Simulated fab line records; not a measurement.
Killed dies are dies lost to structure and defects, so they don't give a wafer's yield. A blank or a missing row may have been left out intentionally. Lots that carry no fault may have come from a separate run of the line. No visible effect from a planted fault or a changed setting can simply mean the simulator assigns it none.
Chamber matching || flow sky130 || rie_diel-02 running SKY_CONTACT_ETCH_16: 4 sister chambers
The step etches BARC in N2/H2, stops on SiO2, time 45.9 s, target depth 60 nm. 4 wafers are shown with their chamber, then 8 later ones without.

== WAFERS WITH THEIR CHAMBER ==
{"wafer": "L086.1", "chamber": 1, "oes_product_au (a.u.)": 0.855}
{"wafer": "L089.2", "chamber": 2, "oes_product_au (a.u.)": 0.857}
{"wafer": "L089.6", "chamber": 3, "oes_product_au (a.u.)": 0.861}
{"wafer": "L093.1", "chamber": 0, "oes_product_au (a.u.)": 0.855}

== WAFERS WITHOUT THEIR CHAMBER ==
{"wafer": "L093.2", "oes_product_au (a.u.)": 0.860}
{"wafer": "L093.6", "oes_product_au (a.u.)": 0.850}
{"wafer": "L094.1", "oes_product_au (a.u.)": 0.861}
{"wafer": "L094.3", "oes_product_au (a.u.)": 0.848}
{"wafer": "L094.6", "oes_product_au (a.u.)": 0.857}
{"wafer": "L097.1", "oes_product_au (a.u.)": 0.854}
{"wafer": "L097.2", "oes_product_au (a.u.)": 0.854}
{"wafer": "L097.5", "oes_product_au (a.u.)": 0.858}

== CHAMBER TAKEN BY EACH ==
{"wafer": "L093.2", "from the rows above": "can't be placed: 3 or 2 or 0 or 1", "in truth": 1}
{"wafer": "L093.6", "from the rows above": "can't be placed: 0 or 1 or 2 or 3", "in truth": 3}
{"wafer": "L094.1", "from the rows above": "can't be placed: 3 or 2 or 0 or 1", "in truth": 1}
{"wafer": "L094.3", "from the rows above": "can't be placed: 0 or 1 or 2 or 3", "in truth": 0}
{"wafer": "L094.6", "from the rows above": "can't be placed: 2 or 0 or 1 or 3", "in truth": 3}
{"wafer": "L097.1", "from the rows above": "can't be placed: 0 or 1 or 2 or 3", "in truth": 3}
{"wafer": "L097.2", "from the rows above": "can't be placed: 0 or 1 or 2 or 3", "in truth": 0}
{"wafer": "L097.5", "from the rows above": "can't be placed: 2 or 0 or 1 or 3", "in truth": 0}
Correct placement for 0 of the 8. Unplaceable from these rows: 8, with the true chamber sitting among the candidates in 8. 0 placed wrongly.
How it was worked out, from the rows above alone: a wafer's distance from a chamber is the root of the sum, over the readings, of the square of ((its reading less the chamber's mean) divided by the reading's scatter). The wafer belongs to the nearest chamber; if the next one is less than 2 further off, it can't be placed. Each chamber's mean is taken over the wafers shown for it. The scatter (one wafer shown for each chamber): square how far every hidden wafer sits from the nearest shown wafer, average those squares and take the square root.
